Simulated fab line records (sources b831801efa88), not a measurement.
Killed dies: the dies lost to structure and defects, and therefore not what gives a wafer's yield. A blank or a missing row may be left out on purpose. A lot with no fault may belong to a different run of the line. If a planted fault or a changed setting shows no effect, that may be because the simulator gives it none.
Which tool did it? | flow sky130 | 33 wafers from 11 lots sampled at 2 of the route's 708 steps

== WHAT EACH GAUGE READ, for each wafer ==
SKY_CAPM_RS_MEAS_03: a four-point-probe measurement. Usual: CAPM_TIN_RS typically reads 6.59 ohm/sq, with standard deviation 0.074.
lot  | measured     | on            | CAPM_TIN_RS (ohm/sq) | flag
L785 | day 37 18:05 | film-metro-02 | 6.59 6.61 6.65       |
L786 | day 38 00:18 | film-metro-02 | 6.71 6.59 6.58       |
L790 | day 39 02:41 | film-metro-01 | 6.61 6.59 6.55       |
L791 | day 39 05:09 | film-metro-04 | 6.49 6.55 6.44       |
L792 | day 39 05:25 | film-metro-02 | 6.48 6.43 6.43       |
L793 | day 39 14:27 | film-metro-02 | 6.58 6.53 6.56       |
L795 | day 40 06:40 | film-metro-01 | 6.48 6.48 6.48       |
L799 | day 41 03:01 | film-metro-01 | 6.61 6.66 6.57       |
L803 | day 42 07:40 | film-metro-02 | 6.54 6.55 6.56       |
L804 | day 42 16:57 | film-metro-04 | 6.67 6.73 6.67       |
L806 | day 43 08:34 | film-metro-04 | 6.55 6.61 6.60       |

== TOOL THAT RAN EACH LOT (tool first, then ch and the chambers of the sampled wafers, then the start) ==
lot  | SKY_METAL3_SPUTTER_01
L785 | pvd-sputter-04, day 37 17:43
L786 | pvd-sputter-02, day 37 23:52
L790 | pvd-sputter-02, day 39 02:20
L791 | pvd-sputter-04, day 39 04:47
L792 | pvd-sputter-01, day 39 05:05
L793 | pvd-sputter-04, day 39 14:07
L795 | pvd-sputter-02, day 40 06:16
L799 | pvd-sputter-01, day 41 02:41
L803 | pvd-sputter-02, day 42 07:19
L804 | pvd-sputter-01, day 42 16:38
L806 | pvd-sputter-01, day 43 08:13
- SKY_METAL3_SPUTTER_01: material TiN, target thk 20 nm, time 16.7 s.

== WHAT THE TOOLS THEMSELVES READ (means of the sampled wafers that have a number; where no wafer has one, the mark that the record gives instead) ==
SKY_METAL3_SPUTTER_01. Usual: throttle-valve-pct at 30.0 %, with a standard deviation of 0.84.
lot  | tool           | throttle-valve-pct (%) | flag
L785 | pvd-sputter-04 | 30.1                   |
L786 | pvd-sputter-02 | 30.6                   |
L790 | pvd-sputter-02 | 30.2                   |
L791 | pvd-sputter-04 | 30.0                   |
L792 | pvd-sputter-01 | 29.6                   |
L793 | pvd-sputter-04 | 29.8                   |
L795 | pvd-sputter-02 | 30.6                   |
L799 | pvd-sputter-01 | 30.2                   |
L803 | pvd-sputter-02 | 30.1                   |
L804 | pvd-sputter-01 | 29.4                   |
L806 | pvd-sputter-01 | 30.1                   |

== THE ANSWER, worked out from the rows above alone ==
Rule: a lot counts as off when the mean over its wafers that have a number is more than 3 standard deviations away from the usual mean. Also off: a lot with no number at a reading for which 4 or more lots have one. All remaining lots with rows at the step are treated as sound. After the gauges, taken in route order, come the tools' own readings; for these a lot's mean is taken, as printed above. The first step at which some lot is off is used, and at that step the reading that is off furthest; a lot without a number counts as furthest.
Across all readings shown, no lot is off: no conclusion can be drawn from this.

== WHAT THE SIMULATOR PUT IN ==
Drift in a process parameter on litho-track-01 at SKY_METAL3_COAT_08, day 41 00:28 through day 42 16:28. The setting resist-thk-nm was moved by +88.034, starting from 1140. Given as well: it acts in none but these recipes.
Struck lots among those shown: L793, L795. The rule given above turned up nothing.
